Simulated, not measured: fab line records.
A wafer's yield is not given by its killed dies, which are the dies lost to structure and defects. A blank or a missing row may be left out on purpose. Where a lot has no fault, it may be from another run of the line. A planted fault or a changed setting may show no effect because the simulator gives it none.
A lot that was struck, set against a sound lot -- flow sky130 -- 25 steps out of a route of 708
Sound: these wafers, L161.1, L161.3, L161.5. Struck: wafer L179.6; the same lot's L179.1 was not struck, so it is left out; see the end for the cause.
At each step with rows: each side's tool, then ch and its chambers, then its first start. Under that, the readings that differ: sound wafers -- struck wafers -- difference of the means -- sigmas: that difference in standard deviations of wafers without a fault.
alike: readings with means less than 2 such deviations apart, plus words and numbers identical on both sides. not compared: withheld readings, readings lacking a value on some wafer, bounds such as >300 that could conceal the same value, and numbers that have no deviation in the record and whose values overlap.
A row with sigmas, a row that says differs or no value, or rows on one side alone: a step with any of these is where the two part. Non-overlapping numbers with no deviation appear without sigmas and do not part them. A reading that every wafer of one side lacks parts them only if that side has two wafers or more.

first, 3 steps without rows for these wafers: SKY_CAP2M_EXPOSE_09 (exposes mask CAP2M, target cd 1000 nm); SKY_CAP2M_PEB_10; SKY_CAP2M_DEVELOP_11 (develop time 60 s).
SKY_CAP2M_OVL_MEAS_12:
  sound: overlay-02 at day 40 00:26; struck: overlay-01 at day 46 12:17
  alike: CAP2M_OVL
SKY_CAP2M_METAL_ETCH_13: etches TiN in Cl2/BCl3, stops on SiO2, target depth 220 nm, time 62.9 s.
  sound on rie metal-01 ch 0,1, day 40 00:28; struck on rie metal-01 ch 0, day 46 12:19
  alike: drypump motor current A, oes product au, throttle valve pct
  not compared: rf hours counter h
SKY_CAP2M_STRIP_14: strips in O2/N2.
  sound on plasma asher-03 ch 1, day 40 00:33; struck on plasma asher-03 ch 1, day 46 12:24
  alike: drypump motor current A, n2 flow sccm, oes product au, strip time to endpoint s
  not compared: rf hours counter h
then, 6 steps without rows for these wafers: SKY_CAP2M_STRIP_15 (strips in post etch residue remover, time 1200 s); SKY_CAP2M_CLEAN_16 (cleans in IPA, time 180 s); SKY_CAP2M_CLEAN_17 (cleans in O3/DIW); SKY_METAL4_DEHYDRATE_05 (time 60 s); SKY_METAL4_HMDS_06 (prime time 60 s); SKY_METAL4_COAT_07 (resist thk 60 nm).
SKY_METAL4_COAT_08: resist thk 1140 nm.
  sound on litho track-02 ch 0, day 40 14:00; struck on litho track-02 ch 0, day 46 22:00
reading,sound,struck,difference,sigmas
model.KrF-thick_of_METAL4_COAT_08.thk nm (nm),1142 1140 1140,1167,+26,
then, 4 steps without rows for these wafers: SKY_METAL4_SOFTBAKE_09 (time 90 s); SKY_METAL4_EXPOSE_10 (exposes mask MM4, target cd 300 nm); SKY_METAL4_PEB_11; SKY_METAL4_DEVELOP_12 (develop time 60 s).
SKY_METAL4_CD_MEAS_13: the cd target is 300 nm.
  sound: cd sem-02 at day 41 02:29; struck: cd sem-02 at day 47 08:35
  alike: cd nm
SKY_METAL4_OVL_MEAS_14:
  sound: overlay-02 at day 41 02:36; struck: overlay-01 at day 47 08:43
  alike: METAL4_OVL
SKY_METAL4_DESCUM_15: chemistry O2, time 8 s.
  sound on rie metal-04 ch 0,1, day 41 02:38; struck on rie metal-03 ch 1, day 47 08:44
reading,sound,struck,difference,sigmas
drypump motor current A (A),5.7 5.7 5.7,6.8,+1.1,+2
  alike: oes product au
  not compared: rf hours counter h
SKY_METAL4_ETCH_16: etches BARC in N2/H2, stops on SiO2, time 88.2 s, target depth 60 nm.
  sound on rie metal-04 ch 0,1, day 41 02:40; struck on rie metal-03 ch 1, day 47 08:46
reading,sound,struck,difference,sigmas
drypump motor current A (A),5.7 5.7 5.7,6.8,+1.1,+2
  alike: n2 flow sccm, oes product au, throttle valve pct
  not compared: rf hours counter h
SKY_METAL4_ETCH_17: etches SiO2 in C4F8/O2/Ar, stops on TiN, time 3.9 s, target depth 15 nm.
  sound on rie diel-02 ch 0,2,3, day 41 02:46; struck on rie diel-01 ch 0, day 47 08:52
  alike: oes product au
  not compared: rf hours counter h
SKY_METAL4_METAL_ETCH_18: etches the open film in Cl2/BCl3, stops on SiO2, target depth 845 nm, time 183.1 s.
  sound on rie metal-03 ch 0,1, day 41 02:47; struck on rie metal-02 ch 1, day 47 08:53
reading,sound,struck,difference,sigmas
oes product au (a.u.),0.868 0.876 0.873,0.856,-0.016,-3
model.KrF-thick_of_METAL4_COAT_08.thk nm (nm),536.4 532.3 532.2,544,+10,
  alike: drypump motor current A, throttle valve pct
  not compared: rf hours counter h
then, 2 steps without rows for these wafers: SKY_METAL4_STRIP_19 (strips in O2/N2); SKY_PAD_OPEN_PROBE_99.

## WHERE THEY PART
First at SKY_METAL4_DESCUM_15; last, within this record, at SKY_METAL4_METAL_ETCH_18.

WHY: what had been put in by the simulator
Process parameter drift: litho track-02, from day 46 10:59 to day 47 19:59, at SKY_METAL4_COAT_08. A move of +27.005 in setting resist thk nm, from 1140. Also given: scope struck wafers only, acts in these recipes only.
